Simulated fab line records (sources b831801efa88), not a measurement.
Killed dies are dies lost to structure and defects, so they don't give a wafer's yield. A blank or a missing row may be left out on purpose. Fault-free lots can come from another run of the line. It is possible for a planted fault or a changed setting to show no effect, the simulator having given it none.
Chamber matching + flow gf180mcu + GF_V2_CMP_04 on cmp-01 has 4 sister chambers
The step polishes SiO2. 14 wafers are shown with their chamber, then 7 later ones without.

== WAFERS, EACH WITH ITS CHAMBER ==
| wafer  | chamber | motor-current-A (A) | time-to-endpoint-s (s) | head-pressure-psi (psi) |
|--------|---------|---------------------|------------------------|-------------------------|
| L190.3 | 3       | 10.4                | 84                     | 4.012                   |
| L190.4 | 1       | 11.9                | 86                     | 3.994                   |
| L190.5 | 0       | 10.2                | 93                     | 4.005                   |
| L192.1 | 2       | 12.4                | 72                     | 3.992                   |
| L192.4 | 3       | 10.3                | 81                     | 3.999                   |
| L192.6 | 1       | 12.2                | 75                     | 3.992                   |
| L197.2 | 2       | 12.1                | 77                     | 4.005                   |
| L197.3 | 1       | 12.8                | 82                     | 3.988                   |
| L197.6 | 3       | 10.5                | 81                     | 3.994                   |
| L198.2 | 1       | 12.0                | 79                     | 3.990                   |
| L198.4 | 2       | 12.8                | 88                     | 4.000                   |
| L198.6 | 0       | 10.5                | 89                     | 3.989                   |
| L199.1 | 1       | 12.6                | 75                     | 4.010                   |
| L199.2 | 0       | 10.3                | 83                     | 4.005                   |

SIGNATURES, as means of the wafers listed above
| reading            | chamber 0 | chamber 1 | chamber 2 | chamber 3 | scatter within a chamber |
|--------------------|-----------|-----------|-----------|-----------|--------------------------|
| motor-current-A    | 10.333    | 12.300    | 12.433    | 10.400    | 0.302                    |
| time-to-endpoint-s | 88.33     | 79.40     | 79.00     | 82.00     | 5.29                     |
| head-pressure-psi  | 3.99967   | 3.99480   | 3.99900   | 4.00167   | 0.00859                  |
Rule: distance of a wafer from a chamber = root of the sum over the readings of ((wafer's reading minus chamber's mean) / reading's scatter) squared. The wafer belongs to the nearest chamber; if the next one is less than 2 further off, it can't be placed. The scatter: take each reading less its chamber's mean, square it, sum over the shown wafers, divide by the number of wafers less the number of chambers, and take the root.

== WAFERS WITHOUT THEIR CHAMBER ==
| wafer  | motor-current-A (A) | time-to-endpoint-s (s) | head-pressure-psi (psi) |
|--------|---------------------|------------------------|-------------------------|
| L199.6 | 12.4                | 81                     | 4.003                   |
| L200.2 | 10.4                | 75                     | 3.998                   |
| L200.5 | 10.3                | 80                     | 4.009                   |
| L200.6 | 10.2                | 81                     | 3.995                   |
| L205.1 | 12.4                | 81                     | 4.010                   |
| L205.4 | 12.7                | 89                     | 3.992                   |
| L205.6 | 12.8                | 92                     | 4.010                   |

== WHICH CHAMBER EACH WENT THROUGH ==
| wafer  | from the rows above     | in truth |
|--------|-------------------------|----------|
| L199.6 | can't be placed: 2 or 1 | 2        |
| L200.2 | can't be placed: 3 or 0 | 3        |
| L200.5 | can't be placed: 3 or 0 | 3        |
| L200.6 | can't be placed: 3 or 0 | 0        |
| L205.1 | can't be placed: 2 or 1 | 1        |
| L205.4 | can't be placed: 2 or 1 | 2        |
| L205.6 | can't be placed: 2 or 1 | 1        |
Placed correctly: 0 of 7. These rows do not allow placing 7 (true chamber among the candidates in 7). Placed wrongly: 0.
